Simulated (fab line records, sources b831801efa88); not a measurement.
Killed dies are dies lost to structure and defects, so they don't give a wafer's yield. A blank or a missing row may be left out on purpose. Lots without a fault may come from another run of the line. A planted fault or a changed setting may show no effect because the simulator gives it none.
Which tool did it? | flow sky130 | 11 lots, 33 wafers sampled, at 5 steps of a route of 708

WHAT THE GAUGES READ, wafer by wafer
SKY_CAP2M_OVL_MEAS_12.
lot  | measured     | on         | CAP2M_OVL (nm)
L941 | day 41 00:58 | overlay-01 | -2.1 -2.8 -3.1
L942 | day 41 01:16 | overlay-01 | -1.9 -2.6 -1.6
L943 | day 41 10:31 | overlay-02 | -4.1 -4.1 -3.4
L947 | day 42 16:55 | overlay-02 | 0.5 1.1 0.1
L950 | day 43 04:26 | overlay-01 | -1.4 -2.3 -0.7
L951 | day 43 06:10 | overlay-01 | 0.6 0.1 0.0
L955 | day 44 08:16 | overlay-02 | -2.3 0.0 -1.5
L954 | day 44 12:04 | overlay-02 | -2.5 -1.0 -2.5
L960 | day 45 20:31 | overlay-02 | -2.0 0.6 -2.0
L961 | day 45 22:37 | overlay-01 | 0.1 1.5 1.0
L963 | day 46 18:55 | overlay-02 | -0.3 -1.4 -1.5

SKY_VIA4_THK_MEAS_01.
lot  | measured     | on            | VIA4_HDPCVD_THK (nm)
L941 | day 42 03:09 | film_metro-03 | 1768 1785 1777
L942 | day 42 04:09 | film_metro-01 | 1754 1762 1765
L943 | day 42 11:46 | film_metro-04 | 1721 1764 1747
L947 | day 43 18:10 | film_metro-04 | 1794 1750 1769
L950 | day 44 05:17 | film_metro-04 | 1788 1777 1786
L951 | day 44 07:14 | film_metro-04 | 1760 1762 1751
L955 | day 45 08:00 | film_metro-01 | 1716 1740 1724
L954 | day 45 11:12 | film_metro-01 | 1743 1755 1722
L960 | day 46 18:45 | film_metro-04 | 1769 2089 1751
L961 | day 46 20:33 | film_metro-01 | 2108 1728 1738
L963 | day 47 16:56 | film_metro-04 | 1737 1729 1717

SKY_VIA4_THK_MEAS_20: measures by xrf.
lot  | measured     | on            | VIA4_W_THK (nm)
L941 | day 43 03:43 | film_metro-04 | 514 511 509
L942 | day 43 04:01 | film_metro-01 | 524 521 518
L943 | day 43 12:33 | film_metro-03 | 519 518 525
L947 | day 44 17:37 | film_metro-03 | 524 533 526
L950 | day 45 03:24 | film_metro-01 | 519 524 518
L951 | day 45 06:08 | film_metro-04 | 519 517 522
L955 | day 46 06:28 | film_metro-04 | 523 519 517
L954 | day 46 09:57 | film_metro-01 | 509 512 513
L960 | day 47 15:43 | film_metro-04 | 515 512 521
L961 | day 47 16:44 | film_metro-01 | 512 521 523
L963 | day 48 13:29 | film_metro-04 | 511 509 503

WHICH TOOL RAN EACH LOT (tool, then ch and the chambers of the sampled wafers, then the start)
lot  | SKY_METAL3_STRIP_19                  | SKY_VIA4_HDPCVD_00
L941 | plasma_asher-03 ch 0,1, day 38 21:34 | hdpcvd-02 ch 0,2, day 42 02:57
L942 | plasma_asher-02 ch 0,1, day 38 21:40 | hdpcvd-02 ch 0,2, day 42 03:52
L943 | plasma_asher-02 ch 0,1, day 39 07:29 | hdpcvd-01 ch 0,1, day 42 11:35
L947 | plasma_asher-01 ch 0,1, day 40 15:40 | hdpcvd-02 ch 0,1,2, day 43 17:59
L950 | plasma_asher-01 ch 0,1, day 41 00:51 | hdpcvd-02 ch 0,1, day 44 05:05
L951 | plasma_asher-01 ch 0,1, day 41 04:04 | hdpcvd-02 ch 0,1,2, day 44 07:03
L955 | plasma_asher-03 ch 1, day 42 08:06   | hdpcvd-01 ch 0, day 45 07:43
L954 | plasma_asher-02 ch 0,1, day 42 11:50 | hdpcvd-01 ch 0,1, day 45 10:56
L960 | plasma_asher-01 ch 0,1, day 43 22:11 | hdpcvd-02 ch 0,1,2, day 46 18:34
L961 | plasma_asher-02 ch 0,1, day 44 00:50 | hdpcvd-02 ch 0,2, day 46 20:22
L963 | plasma_asher-01 ch 0,1, day 44 22:16 | hdpcvd-01 ch 1,2, day 47 16:44
- SKY_METAL3_STRIP_19: strips in O2/N2.
- SKY_VIA4_HDPCVD_00: deposits SiO2, target thk 1750 nm, time 291.7 s.

WHAT THE TOOLS THEMSELVES READ (means of the sampled wafers that have a number; where no wafer has one, the mark that the record gives instead)
SKY_METAL3_STRIP_19.
lot  | tool            | chamber_pressure_mTorr (mTorr) | drypump_motor_current_A (A) | oes_product_au (a.u.) | strip_time_to_endpoint_s (s)
L941 | plasma_asher-03 | 1499.9                         | 5.6                         | 0.503                 | 6.57
L942 | plasma_asher-02 | 1499.7                         | 5.2                         | 0.498                 | 6.49
L943 | plasma_asher-02 | 1499.7                         | 5.5                         | 0.504                 | 6.60
L947 | plasma_asher-01 | 1499.8                         | 5.0                         | 0.501                 | 6.54
L950 | plasma_asher-01 | 1500.0                         | 5.1                         | 0.504                 | 6.59
L951 | plasma_asher-01 | 1499.4                         | 5.0                         | 0.508                 | 6.55
L955 | plasma_asher-03 | 1498.7                         | 5.3                         | 0.503                 | 6.59
L954 | plasma_asher-02 | 1500.0                         | 5.4                         | 0.501                 | 6.52
L960 | plasma_asher-01 | 1500.1                         | 5.1                         | 0.499                 | 6.55
L961 | plasma_asher-02 | 1500.2                         | 5.4                         | 0.506                 | 6.61
L963 | plasma_asher-01 | 1499.2                         | 5.1                         | 0.504                 | 6.56

SKY_VIA4_HDPCVD_00.
lot  | tool      | sih4_flow_sccm (sccm) | susceptor_temp_C (C)
L941 | hdpcvd-02 | 60.05                 | 399.91
L942 | hdpcvd-02 | 59.99                 | 399.98
L943 | hdpcvd-01 | 60.01                 | 400.04
L947 | hdpcvd-02 | 59.91                 | 400.02
L950 | hdpcvd-02 | 60.07                 | 400.08
L951 | hdpcvd-02 | 59.98                 | 399.99
L955 | hdpcvd-01 | 59.98                 | 400.05
L954 | hdpcvd-01 | 59.92                 | 400.12
L960 | hdpcvd-02 | 64.08                 | 400.15
L961 | hdpcvd-02 | 63.86                 | 400.01
L963 | hdpcvd-01 | 60.00                 | 399.83

THE ANSWER, worked out from the rows above alone
Rule: what is usual is taken from the lots themselves. Put in order of their means at a reading, lots are off if they are a third of the lots or fewer, leave a main group of 4 or more, and stand apart from it by a gap of 3 or more times the standard deviation of the main group's means; of several such gaps the widest counts. A main group whose means are all the same, to the digits that the tables above print for the reading, isn't used. A lot without any number at a reading at which 4 lots or more have one is off too. The other lots that the step has rows for count as sound. The gauges are gone through in route order, then the tools' own readings, and for those a lot's mean is taken as printed above. The first step at which some lot is off is used, and at that step the reading that is off furthest; a lot without a number counts as furthest.
Off: L960, L961, at SKY_VIA4_THK_MEAS_01 (VIA4_HDPCVD_THK). The main group: mean 1754 nm, standard deviation 20.
A tool fits if, at a process step before that reading, it ran every lot that is off, and no sound lot after the first of them. The gauges at SKY_VIA4_THK_MEAS_01 aren't tried: what is off there is off at SKY_VIA4_HDPCVD_00 too, on other tools, and a gauge's error can't cause that. One fits: hdpcvd-02 at SKY_VIA4_HDPCVD_00. Its last sound lot is L951 (day 44 07:03), its first lot that is off L960 (day 46 18:34): a fault that began between those two fits.
The tool's own readings at SKY_VIA4_HDPCVD_00 bear it out: on the lots that are off they differ by more than 5 times the standard deviation of the sound lots' means. sih4_flow_sccm reads 63.97 sccm there against 59.99 sccm on the sound lots.

WHAT THE SIMULATOR HAD PUT IN
Process parameter drift: hdpcvd-02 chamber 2, from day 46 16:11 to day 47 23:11, at SKY_VIA4_HDPCVD_00. Setting sih4_flow_sccm, moved by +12, from 60. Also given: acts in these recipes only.
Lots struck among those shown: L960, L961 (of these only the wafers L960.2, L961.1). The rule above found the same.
